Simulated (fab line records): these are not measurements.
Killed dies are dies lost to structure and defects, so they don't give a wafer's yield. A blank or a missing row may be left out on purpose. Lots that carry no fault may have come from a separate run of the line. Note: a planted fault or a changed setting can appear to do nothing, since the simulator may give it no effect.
A lot that was struck, set against a sound lot || flow sky130 || 15 out of 708 route steps
Sound: wafers L936.1, L936.3, L936.5. Wafers L945.1, L945.5, L945.6 were the ones struck. At the end, the cause is stated.
At each step with rows: each side's tool, then ch and its chambers, then its first start. Under that, the readings that differ: sound wafers || struck wafers || difference of the means || sigmas: that difference in standard deviations of wafers without a fault.
alike: readings whose means differ by less than 2 such deviations, and words and numbers that are the same on both sides. not compared: withheld readings, readings that some wafer has no value for, bounds like >300 that may hide the same value, and numbers for which the record gives no deviation and whose values overlap.
Wherever a step has rows on one side only, a row that says differs or no value, or a row with sigmas, the two part there. Numbers that don't overlap but have no deviation are shown without sigmas and don't part them. A reading missing from all wafers of one side parts the sides only when that side holds two or more wafers.

first, 8 steps without rows for these wafers: SKY_METAL2_DEHYDRATE_07 (time 60 s); SKY_METAL2_HMDS_08 (prime time 60 s); SKY_METAL2_COAT_09 (resist thk 60 nm); SKY_METAL2_COAT_10 (resist thk 450 nm); SKY_METAL2_SOFTBAKE_11 (time 90 s); SKY_METAL2_EXPOSE_12 (exposes mask MM2, target cd 140 nm); SKY_METAL2_PEB_13; SKY_METAL2_DEVELOP_14 (develop time 60 s).
SKY_METAL2_CD_MEAS_15: the cd target is 140 nm.
  sound: cd sem-02 at day 34 09:23; struck: cd sem-02 at day 37 18:04
{"reading": "cd nm (nm)", "sound": "138.8 139.6 139.8", "struck": "143.0 142.9 142.1", "difference": "+3.3", "sigmas": "+2"}
SKY_METAL2_OVL_MEAS_16:
  sound: overlay-02 at day 34 09:31; struck: overlay-01 at day 37 18:11
  alike: METAL2_OVL
SKY_METAL2_DESCUM_17: chemistry O2, time 8 s.
  sound on rie metal-04 ch 0,1, day 34 09:33; struck on rie metal-03 ch 0,1, day 37 18:14
{"reading": "drypump motor current A (A)", "sound": "5.7 5.7 5.7", "struck": "6.8 6.8 6.1", "difference": "+0.9", "sigmas": "+2"}
  alike: oes product au
  not compared: rf hours counter h
SKY_METAL2_ETCH_18: etches BARC in N2/H2, stops on SiO2, time 45.9 s, target depth 60 nm.
  sound on rie metal-04 ch 0,1, day 34 09:35; struck on rie metal-03 ch 0,1, day 37 18:16
{"reading": "drypump motor current A (A)", "sound": "5.7 5.7 5.7", "struck": "6.8 6.8 6.1", "difference": "+0.9", "sigmas": "+2"}
  alike: bias w, chamber pressure mTorr, h2 flow sccm, oes product au, throttle valve pct
  not compared: rf hours counter h
SKY_METAL2_METAL_ETCH_19: etches the open film in Cl2/BCl3, stops on SiO2, target depth 360 nm, time 78 s.
  sound on rie metal-04 ch 0,1, day 34 09:38; struck on rie metal-03 ch 0,1, day 37 18:19
  no value came back on the struck wafers for any of 5 readings (bcl3 flow sccm (sccm), bias w (W) and others); on the sound wafers bcl3 flow sccm (sccm) reads 30.02 30.14 30.07
{"reading": "model.KrF-thick_of_METAL2_COAT_10.thk nm (nm)", "sound": "164.9 165.5 156.9", "struck": "392.2 391.6 391", "difference": "+229.2", "sigmas": ""}
{"reading": "model.SiO2_of_VIA1_HDPCVD_00.thk nm (nm)", "sound": "331.2 330.9 330.3", "struck": "340 340.4 340.7", "difference": "+10", "sigmas": ""}
  not compared: rf hours counter h
SKY_METAL2_STRIP_20: strips in O2/N2.
  sound on plasma asher-01 ch 0, day 34 09:44; struck on plasma asher-04 ch 0,1, day 37 18:25
{"reading": "oes product au (a.u.)", "sound": "0.350 0.343 0.339", "struck": "0.442 0.451 0.454", "difference": "+0.105", "sigmas": "+21"}
{"reading": "strip time to endpoint s (s)", "sound": "2.76 2.76 2.69", "struck": "5.19 5.19 5.19", "difference": "+2.45", "sigmas": "+50"}
  alike: drypump motor current A
  not compared: rf hours counter h
then, 1 step without rows for these wafers: SKY_METAL2_STRIP_21 (strips in post etch residue remover, time 1200 s).

WHERE THEY PART
At SKY_METAL2_CD_MEAS_15 first; at SKY_METAL2_STRIP_20 last (within this record only).

WHY: whatever the simulator had introduced
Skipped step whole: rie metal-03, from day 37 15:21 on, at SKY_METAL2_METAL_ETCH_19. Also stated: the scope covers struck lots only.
